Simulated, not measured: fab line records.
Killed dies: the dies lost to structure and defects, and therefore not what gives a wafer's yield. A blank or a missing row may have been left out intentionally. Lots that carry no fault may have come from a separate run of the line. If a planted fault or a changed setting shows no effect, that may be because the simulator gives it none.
Comparing a struck lot with a sound one | flow sky130 | 19 steps out of a route of 708
Sound: wafers L576.1, L576.4, L576.5. Wafers struck: L589.3, L589.4, L589.5. At the end, the cause is stated.
Per side, at each step with rows, come the tool, then ch with its chambers, and then its first start. Under that, the readings that differ: sound wafers | struck wafers | difference of the means | sigmas: that difference in standard deviations of wafers without a fault.
alike: a reading whose means differ by less than 2 such deviations, as well as words and numbers matching on both sides. not compared: withheld readings; readings where some wafer has no value; bounds like >300 that might hide an equal value; numbers whose values overlap and for which the record gives no deviation.
A row with sigmas, a row that says differs or no value, or rows on one side alone: a step with any of these is where the two part. Non-overlapping numbers with no deviation appear without sigmas and do not part them. Lack of a reading on every wafer of one side parts them only where that side has two or more wafers.

SKY_VIA4_RS_MEAS_19: measures by four-point-probe.
  sound: film-metro-04 at day 44 22:50; struck: film-metro-01 at day 47 16:16
  alike: VIA4_W_RS
SKY_VIA4_THK_MEAS_20: measures by xrf.
  sound: film-metro-04 at day 44 22:57; struck: film-metro-01 at day 47 16:22
  alike: VIA4_W_THK
SKY_VIA4_CMP_21: polishes, stops on SiO2, t overpolish 25 s, target thk 0 nm.
  sound on cmp-01 ch 1,2,3, day 44 23:01; struck on cmp-02 ch 2,3, day 47 16:28
  reading             | sound          | struck      | difference | sigmas
  motor-current-A (A) | 11.0 11.5 11.6 | 8.9 9.7 9.0 | -2.2       | -2
  alike: overpolish-run-s, slurry-flow-ml-min, time-to-endpoint-s
then, 1 step without rows for these wafers: SKY_METAL5_SPUTTER_00 (material Ti, target thk 15 nm, time 10 s).
SKY_METAL5_SPUTTER_01: material TiN, target thk 20 nm, time 16.7 s.
  sound: pvd-sputter-03 at day 44 23:20; struck: pvd-sputter-03 at day 47 16:44
  alike: throttle-valve-pct
SKY_METAL5_SPUTTER_02: material AlCu, target thk 1150 nm, time 61.2 s.
  sound: pvd-sputter-03 at day 44 23:22; struck: pvd-sputter-03 at day 47 16:46
  alike: throttle-valve-pct
then, 1 step without rows for these wafers: SKY_METAL5_SPUTTER_03 (material Ti, target thk 5 nm, time 3.3 s).
SKY_METAL5_SPUTTER_04: material TiN, target thk 70 nm, time 58.3 s.
  sound: pvd-sputter-03 at day 44 23:26; struck: pvd-sputter-03 at day 47 16:50
  alike: throttle-valve-pct
SKY_METAL5_RS_MEAS_05: measures by four-point-probe.
  sound: film-metro-01 at day 44 23:29; struck: film-metro-01 at day 47 16:55
  alike: METAL5_ALCU_RS
SKY_METAL5_THK_MEAS_06: measures by xrf.
  sound: film-metro-01 at day 44 23:36; struck: film-metro-01 at day 47 17:01
  alike: METAL5_ALCU_THK
then, 2 steps without rows for these wafers: SKY_METAL5_DEHYDRATE_07 (time 60 s); SKY_METAL5_HMDS_08 (prime time 60 s).
SKY_METAL5_COAT_09: resist thk 1800 nm.
  sound on litho-track-03 ch 0, day 45 10:14; struck on litho-track-03 ch 0, day 48 03:38
  reading                                     | sound                | struck               | difference | sigmas
  spin-speed-rpm (rpm)                        | 3002.9 3001.0 3001.3 | 2944.4 2943.7 2944.2 | -57.6      | -27
  model.NOVOLAK_of_METAL5_COAT_09.thk-nm (nm) | 1800 1791 1799       | 1809 1812 1812       | +14        |
then, 4 steps without rows for these wafers: SKY_METAL5_SOFTBAKE_10 (time 60 s); SKY_METAL5_EXPOSE_11 (exposes mask MM5, target cd 1600 nm); SKY_METAL5_PEB_12; SKY_METAL5_DEVELOP_13 (develop time 60 s).
SKY_METAL5_DESCUM_14: chemistry O2, time 11 s.
  sound on rie-metal-02 ch 0,1, day 45 20:10; struck on rie-metal-01 ch 0,1, day 48 12:19
  reading                                     | sound          | struck         | difference | sigmas
  model.NOVOLAK_of_METAL5_COAT_09.thk-nm (nm) | 1790 1781 1789 | 1798 1802 1802 | +14        |
  alike: drypump-motor-current-A, oes-product-au
  not compared: rf-hours-counter-h
SKY_METAL5_METAL_ETCH_15: etches the open film in Cl2/BCl3, stops on SiO2, target depth 1260 nm, time 252 s.
  sound on rie-metal-02 ch 0,1, day 45 20:11; struck on rie-metal-01 ch 0,1, day 48 12:25
  alike: drypump-motor-current-A, oes-product-au, throttle-valve-pct
  not compared: rf-hours-counter-h

== WHERE THEY PART ==
At SKY_VIA4_CMP_21 first; at SKY_METAL5_COAT_09 last (within this record only). Later steps at which nothing parts them and some readings are alike: SKY_METAL5_DESCUM_14, SKY_METAL5_METAL_ETCH_15.

WHY: whatever the simulator had introduced
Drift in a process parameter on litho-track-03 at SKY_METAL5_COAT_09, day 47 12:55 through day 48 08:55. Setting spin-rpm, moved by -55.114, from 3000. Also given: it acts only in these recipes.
